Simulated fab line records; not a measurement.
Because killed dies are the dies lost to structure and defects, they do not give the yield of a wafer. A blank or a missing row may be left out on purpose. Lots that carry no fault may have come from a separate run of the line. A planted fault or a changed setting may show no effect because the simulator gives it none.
Which tool did it? / flow gf180mcu / 12 lots with 36 wafers sampled at 2 steps, on a route of 602 steps

## WHAT EACH GAUGE READ, for each wafer
GF_M2_OVL_MEAS_15.
lot=L505; measured=day 20 10:42; on=overlay-02; M2_OVL (nm)=7 10 -4
lot=L506; measured=day 20 20:09; on=overlay-02; M2_OVL (nm)=-2 5 -5
lot=L508; measured=day 21 23:45; on=overlay-02; M2_OVL (nm)=-1 -2 -4
lot=L509; measured=day 22 05:11; on=overlay-02; M2_OVL (nm)=5 -2 7
lot=L515; measured=day 23 21:08; on=overlay-02; M2_OVL (nm)=-2 8 1
lot=L516; measured=day 24 08:48; on=overlay-02; M2_OVL (nm)=4 4 2
lot=L521; measured=day 25 18:36; on=overlay-02; M2_OVL (nm)=-3 -3 0
lot=L522; measured=day 26 03:57; on=overlay-02; M2_OVL (nm)=14 0 8
lot=L523; measured=day 26 10:02; on=overlay-01; M2_OVL (nm)=8 8 4
lot=L524; measured=day 26 21:02; on=overlay-02; M2_OVL (nm)=6 -8 3
lot=L525; measured=day 27 00:56; on=overlay-02; M2_OVL (nm)=8 7 5
lot=L526; measured=day 27 07:41; on=overlay-01; M2_OVL (nm)=10 -6 6

## EACH LOT AND THE TOOL THAT RAN IT (in order: tool; ch and the chambers of the sampled wafers; start)
lot=L505; GF_M2_SPUTTER_00=pvdSputter-02, day 19 09:37
lot=L506; GF_M2_SPUTTER_00=pvdSputter-03, day 19 19:43
lot=L508; GF_M2_SPUTTER_00=pvdSputter-02, day 20 23:25
lot=L509; GF_M2_SPUTTER_00=pvdSputter-03, day 21 04:53
lot=L515; GF_M2_SPUTTER_00=pvdSputter-04, day 22 22:28
lot=L516; GF_M2_SPUTTER_00=pvdSputter-02, day 23 09:59
lot=L521; GF_M2_SPUTTER_00=pvdSputter-04, day 24 20:58
lot=L522; GF_M2_SPUTTER_00=pvdSputter-02, day 25 06:07
lot=L523; GF_M2_SPUTTER_00=pvdSputter-02, day 25 13:16
lot=L524; GF_M2_SPUTTER_00=pvdSputter-02, day 26 00:02
lot=L525; GF_M2_SPUTTER_00=pvdSputter-02, day 26 03:56
lot=L526; GF_M2_SPUTTER_00=pvdSputter-04, day 26 10:59
- GF_M2_SPUTTER_00: material Ti, target thk 37.5 nm, time 150 s.

## WHAT THE TOOLS THEMSELVES READ (means of the sampled wafers that have a number; where no wafer has one, the mark that the record gives instead)
GF_M2_SPUTTER_00.
lot=L505; tool=pvdSputter-02; cathodeDcPowerW (W)=4000.3; chamberPressurePa (Pa)=2.001; substrateTempC (C)=200.16; throttleValvePct (%)=29.7
lot=L506; tool=pvdSputter-03; cathodeDcPowerW (W)=3999.9; chamberPressurePa (Pa)=1.996; substrateTempC (C)=199.93; throttleValvePct (%)=30.6
lot=L508; tool=pvdSputter-02; cathodeDcPowerW (W)=3999.5; chamberPressurePa (Pa)=1.997; substrateTempC (C)=200.04; throttleValvePct (%)=30.0
lot=L509; tool=pvdSputter-03; cathodeDcPowerW (W)=3999.7; chamberPressurePa (Pa)=2.006; substrateTempC (C)=199.89; throttleValvePct (%)=30.0
lot=L515; tool=pvdSputter-04; cathodeDcPowerW (W)=4000.0; chamberPressurePa (Pa)=1.999; substrateTempC (C)=200.11; throttleValvePct (%)=28.8
lot=L516; tool=pvdSputter-02; cathodeDcPowerW (W)=3999.6; chamberPressurePa (Pa)=1.997; substrateTempC (C)=200.04; throttleValvePct (%)=29.7
lot=L521; tool=pvdSputter-04; cathodeDcPowerW (W)=3999.5; chamberPressurePa (Pa)=2.002; substrateTempC (C)=199.82; throttleValvePct (%)=29.7
lot=L522; tool=pvdSputter-02; cathodeDcPowerW (W)=4000.3; chamberPressurePa (Pa)=1.999; substrateTempC (C)=200.06; throttleValvePct (%)=29.6
lot=L523; tool=pvdSputter-02; cathodeDcPowerW (W)=4000.9; chamberPressurePa (Pa)=1.998; substrateTempC (C)=200.10; throttleValvePct (%)=29.3
lot=L524; tool=pvdSputter-02; cathodeDcPowerW (W)=3999.7; chamberPressurePa (Pa)=2.003; substrateTempC (C)=199.90; throttleValvePct (%)=29.2
lot=L525; tool=pvdSputter-02; cathodeDcPowerW (W)=3999.9; chamberPressurePa (Pa)=2.007; substrateTempC (C)=199.83; throttleValvePct (%)=29.8
lot=L526; tool=pvdSputter-04; cathodeDcPowerW (W)=4000.0; chamberPressurePa (Pa)=1.999; substrateTempC (C)=200.09; throttleValvePct (%)=29.8

## THE ANSWER, worked out from the rows above alone
Rule: the lots themselves supply what counts as usual. The widest of any qualifying gaps counts: lots, ordered by their means at a reading, are off when they make up no more than a third of the lots, leave a main group of 4 or more, and stand apart from it by 3 or more times the standard deviation of that group's means. The tables above print the reading to a certain number of digits; a main group whose means all agree to those digits is not used. A lot without any number at a reading at which 4 lots or more have one is off too. The other lots that the step has rows for count as sound. First the gauges in route order, then the tools' own readings, where a lot's mean is used as printed above. At the first step where some lot is off, the reading lying furthest off is the one used; lots without a number count as furthest.
No lot is off at any reading shown: from this, nothing can be told.

## WHAT HAD BEEN PUT IN BY THE SIMULATOR
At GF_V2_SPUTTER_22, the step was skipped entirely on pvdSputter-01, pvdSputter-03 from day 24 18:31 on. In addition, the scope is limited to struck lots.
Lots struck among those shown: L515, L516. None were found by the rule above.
